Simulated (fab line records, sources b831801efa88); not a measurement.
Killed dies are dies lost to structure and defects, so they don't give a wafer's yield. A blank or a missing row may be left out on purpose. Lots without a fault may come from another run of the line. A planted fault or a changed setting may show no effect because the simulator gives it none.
Which tool did it? | flow sfq_line | 6 lots, 18 wafers sampled, at 2 steps of a route of 325

WHAT THE GAUGES READ, wafer by wafer
SFQ_M4_RS_MEAS_924: measures by four-point-probe.
lot  | measured     | on            | M4_NB_RS (ohm/sq)
L971 | day 34 20:30 | film_metro-03 | 0.898 0.897 0.891
L974 | day 36 21:23 | film_metro-03 | 0.889 0.893 0.885
L978 | day 39 10:31 | film_metro-04 | 0.891 0.851 0.893
L984 | day 48 10:13 | film_metro-02 | 0.887 0.881 0.883
L987 | day 48 15:36 | film_metro-02 | 0.889 0.888 0.899
L989 | day 48 21:25 | film_metro-03 | 0.890 0.893 0.894

WHICH TOOL RAN EACH LOT (tool, then ch and the chambers of the sampled wafers, then the start)
lot  | SFQ_TRILAYER_M4_DEP_SPUTTER_091
L971 | pvd_sputter-05, day 34 20:22
L974 | pvd_sputter-03, day 36 21:16
L978 | pvd_sputter-06, day 39 10:25
L984 | pvd_sputter-05, day 48 10:07
L987 | pvd_sputter-03, day 48 15:31
L989 | pvd_sputter-06, day 48 21:19
- SFQ_TRILAYER_M4_DEP_SPUTTER_091: material Nb, target thk 200 nm, time 133.3 s.

THE ANSWER, worked out from the rows above alone
Rule: what is usual is taken from the lots themselves. Put in order of their means at a reading, lots are off if they are a third of the lots or fewer, leave a main group of 4 or more, and stand apart from it by a gap of 3 or more times the standard deviation of the main group's means; of several such gaps the widest counts. A main group whose means are all the same, to the digits that the tables above print for the reading, isn't used. A lot without any number at a reading at which 4 lots or more have one is off too. The other lots that the step has rows for count as sound.
No lot is off at any reading shown: from this, nothing can be told.

WHAT THE SIMULATOR HAD PUT IN
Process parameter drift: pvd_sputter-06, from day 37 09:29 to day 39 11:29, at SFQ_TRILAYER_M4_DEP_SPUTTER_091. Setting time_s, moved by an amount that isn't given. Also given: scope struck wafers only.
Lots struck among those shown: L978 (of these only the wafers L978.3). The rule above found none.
